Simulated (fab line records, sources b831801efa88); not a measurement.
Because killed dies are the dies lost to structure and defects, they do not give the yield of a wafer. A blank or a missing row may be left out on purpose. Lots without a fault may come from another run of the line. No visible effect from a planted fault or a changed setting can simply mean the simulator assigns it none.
8D (eight disciplines) problem report, filled in by code :: flow sky130 :: the parts of the form that need people (team, actions taken, sign-off) are left out

1. WHAT IS WRONG
Mean of killed_at_other at SKY_PAD_OPEN_PROBE_99: 52.5 across 6 wafers in 2 lots; on wafers with no fault it is 0.4 (standard deviation 0.6). That puts it +87 standard deviations away from the usual mean.
First seen on wafer L704.2, day 47 20:34, on prober-02. Wafers with a number at this step in the record: 6, from 2 lots. The rule behind "out" and "out of limits": a value lying over 4 standard deviations away from the usual mean. The rest of the wafers with a number are treated as sound.

2. WHAT IT IS; WHAT IT IS NOT
question: which readings at this step
is: killed_at_other
is not: killed_at_front_end, killed_short, sort_bin_6_memory

question: which lots
is: L704, L709
is not: -

question: which wafers of those lots
is: all that have a number
is not: -

question: read on which tools
is: prober-02
is not: -

question: when
is: from day 47 20:34
is not: up to then (0 sound wafers)

3. THE SUSPECTS, EACH WITH WHAT RULES IT OUT
Counting: a tool at a process step up to the reading stays a suspect if it ran every lot that is out and no sound lot after the first of them.
- pvd_sputter-02 at SKY_METAL4_SPUTTER_03 (material Ti, target thk 5 nm, time 3.3 s): kept. It ran every lot that is out, first L704 (day 42 10:05), and no sound lot after that.
- pecvd-02 at SKY_PASSIVATION_CVD_00 (deposits SiO2, target thk 90 nm): kept. It ran every lot that is out, first L704 (day 46 06:47), and no sound lot after that.
- prober-02 at SKY_PAD_OPEN_PROBE_99: kept. It ran every lot that is out, first L704 (day 47 20:34), and no sound lot after that. On those wafers its own readings are out: killed_at_other.
Left after counting: pvd_sputter-02 at SKY_METAL4_SPUTTER_03, pecvd-02 at SKY_PASSIVATION_CVD_00, prober-02 at SKY_PAD_OPEN_PROBE_99.

4. THE CAUSE (what the simulator had put in)
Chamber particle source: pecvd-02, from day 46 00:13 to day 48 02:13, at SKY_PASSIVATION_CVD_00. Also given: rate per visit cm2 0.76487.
Counting leaves 3 suspects; this tool is one of them.

5. SEQUENCE OF EFFECTS, ordered by route
Each row: a reading whose mean over the struck wafers that have a number lies more than 3 standard deviations from the usual. Only readings whose record carries a usual standard deviation are examined. hours: median over the lots of the time between each lot's start at the first step of this table that gives one and its start at this step. sigmas: the change, counted in usual standard deviations.
hours: 0
step: SKY_PAD_OPEN_PROBE_99
reading: defect_limited_yield
usual: 82.5 %
on struck wafers: 73.7
change: -8.8
sigmas: -4.6

hours: 0
step: SKY_PAD_OPEN_PROBE_99
reading: killed_at_other
usual: 0.4
on struck wafers: 52.5
change: +52.1
sigmas: +87

hours: 0
step: SKY_PAD_OPEN_PROBE_99
reading: killed_dies
usual: 86
on struck wafers: 129
change: +43
sigmas: +4.7

hours: 0
step: SKY_PAD_OPEN_PROBE_99
reading: sort_bin_3_pad_short
usual: 0.8 %
on struck wafers: 2.7
change: +1.9
sigmas: +4.7

hours: 0
step: SKY_PAD_OPEN_PROBE_99
reading: sort_bin_5_function
usual: 10.6 %
on struck wafers: 17.0
change: +6.4
sigmas: +4.3

hours: 0
step: SKY_PAD_OPEN_PROBE_99
reading: sort_n_pass
usual: 406
on struck wafers: 363
change: -43
sigmas: -4.7

hours: 0
step: SKY_PAD_OPEN_PROBE_99
reading: sort_yield_pct
usual: 82.5 %
on struck wafers: 73.7
change: -8.8
sigmas: -4.6
Here are the process steps it includes:
- SKY_PAD_OPEN_PROBE_99

6. HOW IT WOULD HAVE BEEN CAUGHT EARLIER
44 hours passed between the start of the fault at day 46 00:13 and the first reading out of limits in this record, taken at day 47 20:34.
Tool readings at SKY_PASSIVATION_CVD_00 with a usual standard deviation given in the record: none out on any struck wafer, hence no alarm at a limit of 4 standard deviations on them.
By day 47 20:34, every lot that is out (2) had started SKY_PASSIVATION_CVD_00 on pecvd-02. Had the tool been put on hold then, not one of them would have been saved.
